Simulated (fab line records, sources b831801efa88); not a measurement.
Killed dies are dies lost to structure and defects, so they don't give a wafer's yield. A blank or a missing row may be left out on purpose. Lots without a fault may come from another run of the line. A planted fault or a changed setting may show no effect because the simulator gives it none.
Which tool did it? | flow sky130 | 24 lots, 72 wafers sampled, at 3 steps of a route of 708

WHAT THE GAUGES READ, wafer by wafer
SKY_VIA2_THK_MEAS_01. Usual: VIA2_HDPCVD_THK 1179 nm, standard deviation 11.
lot  | measured     | on            | VIA2_HDPCVD_THK (nm) | flag
L074 | day 35 10:52 | film_metro-01 | 1193 1198 1180       |
L075 | day 35 10:56 | film_metro-02 | 1193 1175 1175       |
L076 | day 35 17:38 | film_metro-01 | 1199 1185 1188       |
L077 | day 35 23:36 | film_metro-02 | 1175 1171 1167       |
L078 | day 36 06:50 | film_metro-03 | 1183 1169 1183       |
L079 | day 36 15:47 | film_metro-01 | 1169 1169 1168       |
L080 | day 36 22:15 | film_metro-01 | 1167 1170 1171       |
L081 | day 37 14:06 | film_metro-02 | 1170 1194 1188       |
L082 | day 37 20:21 | film_metro-01 | 1179 1185 1187       |
L084 | day 38 11:11 | film_metro-02 | 1167 1165 1163       |
L083 | day 38 12:34 | film_metro-02 | 1186 1175 1180       |
L086 | day 39 13:15 | film_metro-02 | 1172 1181 1181       |
L085 | day 39 16:21 | film_metro-02 | 1171 1180 1168       |
L088 | day 40 08:07 | film_metro-03 | 1171 1183 1187       |
L087 | day 40 09:19 | film_metro-02 | 1167 1153 1176       |
L089 | day 40 11:41 | film_metro-02 | 1161 1190 1187       |
L090 | day 40 19:23 | film_metro-03 | 1185 1171 1163       |
L091 | day 40 23:35 | film_metro-03 | 1176 1186 1178       |
L092 | day 41 00:49 | film_metro-02 | 1155 1166 1163       |
L093 | day 41 07:13 | film_metro-03 | 1165 1172 1178       |
L094 | day 41 08:49 | film_metro-03 | 1160 1177 1181       |
L095 | day 41 11:57 | film_metro-02 | 1200 1198 1182       |
L096 | day 41 23:51 | film_metro-03 | 1194 1188 1171       |
L097 | day 42 06:01 | film_metro-02 | 1189 1197 1161       |

SKY_VIA2_OVL_MEAS_13. Usual: VIA2_OVL -4 nm, standard deviation 6.4.
lot  | measured     | on         | VIA2_OVL (nm) | flag
L074 | day 36 13:34 | overlay-02 | -13 -11 -4    |
L075 | day 36 13:42 | overlay-01 | -3 0 -8       |
L076 | day 36 19:31 | overlay-01 | -3 -5 -2      |
L077 | day 37 02:21 | overlay-02 | -10 -7 -11    |
L078 | day 37 09:16 | overlay-01 | -4 1 -6       |
L079 | day 37 18:22 | overlay-01 | 2 4 2         |
L080 | day 38 00:16 | overlay-02 | -7 -6 -8      |
L081 | day 38 15:55 | overlay-02 | -4 -7 0       |
L082 | day 38 22:33 | overlay-02 | -9 -10 -8     |
L084 | day 39 13:17 | overlay-01 | -7 -6 -2      |
L083 | day 39 13:58 | overlay-02 | -2 8 0        |
L086 | day 40 14:31 | overlay-02 | 5 5 6         |
L085 | day 40 17:40 | overlay-02 | -4 -3 -2      |
L088 | day 41 09:16 | overlay-02 | -13 -9 -4     |
L087 | day 41 10:34 | overlay-01 | 0 1 3         |
L089 | day 41 12:07 | overlay-01 | 0 0 -3        |
L090 | day 41 20:07 | overlay-02 | -4 -11 -8     |
L091 | day 41 23:46 | overlay-02 | -11 -7 -6     |
L092 | day 42 01:28 | overlay-01 | -15 -15 -21   |
L093 | day 42 07:37 | overlay-01 | -5 -6 -5      |
L094 | day 42 09:23 | overlay-02 | 5 5 6         |
L095 | day 42 12:09 | overlay-02 | 4 2 12        |
L096 | day 42 23:52 | overlay-02 | -4 -1 -4      |
L097 | day 43 05:25 | overlay-02 | 0 6 1         |

WHICH TOOL RAN EACH LOT (tool, then ch and the chambers of the sampled wafers, then the start)
lot  | SKY_METAL2_SPUTTER_01
L074 | pvd_sputter-04, day 34 06:25
L075 | pvd_sputter-02, day 34 06:38
L076 | pvd_sputter-01, day 34 13:26
L077 | pvd_sputter-04, day 34 20:13
L078 | pvd_sputter-04, day 35 04:33
L079 | pvd_sputter-02, day 35 12:13
L080 | pvd_sputter-02, day 35 18:24
L081 | pvd_sputter-01, day 36 11:43
L082 | pvd_sputter-01, day 36 16:55
L084 | pvd_sputter-04, day 37 08:37
L083 | pvd_sputter-04, day 37 09:53
L086 | pvd_sputter-02, day 38 10:11
L085 | pvd_sputter-02, day 38 13:50
L088 | pvd_sputter-01, day 39 06:31
L087 | pvd_sputter-04, day 39 06:58
L089 | pvd_sputter-02, day 39 09:05
L090 | pvd_sputter-01, day 39 17:05
L091 | pvd_sputter-04, day 39 20:50
L092 | pvd_sputter-04, day 39 22:53
L093 | pvd_sputter-02, day 40 05:13
L094 | pvd_sputter-04, day 40 07:14
L095 | pvd_sputter-02, day 40 10:29
L096 | pvd_sputter-04, day 40 22:46
L097 | pvd_sputter-01, day 41 05:28
- SKY_METAL2_SPUTTER_01: material TiN, target thk 20 nm, time 16.7 s.

WHAT THE TOOLS THEMSELVES READ (means of the sampled wafers that have a number; where no wafer has one, the mark that the record gives instead)
SKY_METAL2_SPUTTER_01. Usual: throttle_valve_pct 29.4 %, standard deviation 1.2.
lot  | tool           | throttle_valve_pct (%) | flag
L074 | pvd_sputter-04 | 28.7                   |
L075 | pvd_sputter-02 | 30.1                   |
L076 | pvd_sputter-01 | 29.2                   |
L077 | pvd_sputter-04 | 30.7                   |
L078 | pvd_sputter-04 | 30.0                   |
L079 | pvd_sputter-02 | 29.1                   |
L080 | pvd_sputter-02 | 31.2                   |
L081 | pvd_sputter-01 | 29.1                   |
L082 | pvd_sputter-01 | 29.1                   |
L084 | pvd_sputter-04 | 28.8                   |
L083 | pvd_sputter-04 | 29.7                   |
L086 | pvd_sputter-02 | 29.2                   |
L085 | pvd_sputter-02 | 31.0                   |
L088 | pvd_sputter-01 | 28.3                   |
L087 | pvd_sputter-04 | 28.7                   |
L089 | pvd_sputter-02 | 30.0                   |
L090 | pvd_sputter-01 | 28.7                   |
L091 | pvd_sputter-04 | 30.2                   |
L092 | pvd_sputter-04 | 30.2                   |
L093 | pvd_sputter-02 | 30.2                   |
L094 | pvd_sputter-04 | 29.7                   |
L095 | pvd_sputter-02 | 30.2                   |
L096 | pvd_sputter-04 | 29.1                   |
L097 | pvd_sputter-01 | 29.0                   |

THE ANSWER, worked out from the rows above alone
Rule: a lot is off if the mean of its wafers that have a number lies more than 3 standard deviations from the usual mean. A lot without any number at a reading at which 4 lots or more have one is off too. The other lots that the step has rows for count as sound. The gauges are gone through in route order, then the tools' own readings, and for those a lot's mean is taken as printed above. The first step at which some lot is off is used, and at that step the reading that is off furthest; a lot without a number counts as furthest.
No lot is off at any reading shown: from this, nothing can be told.

WHAT THE SIMULATOR HAD PUT IN
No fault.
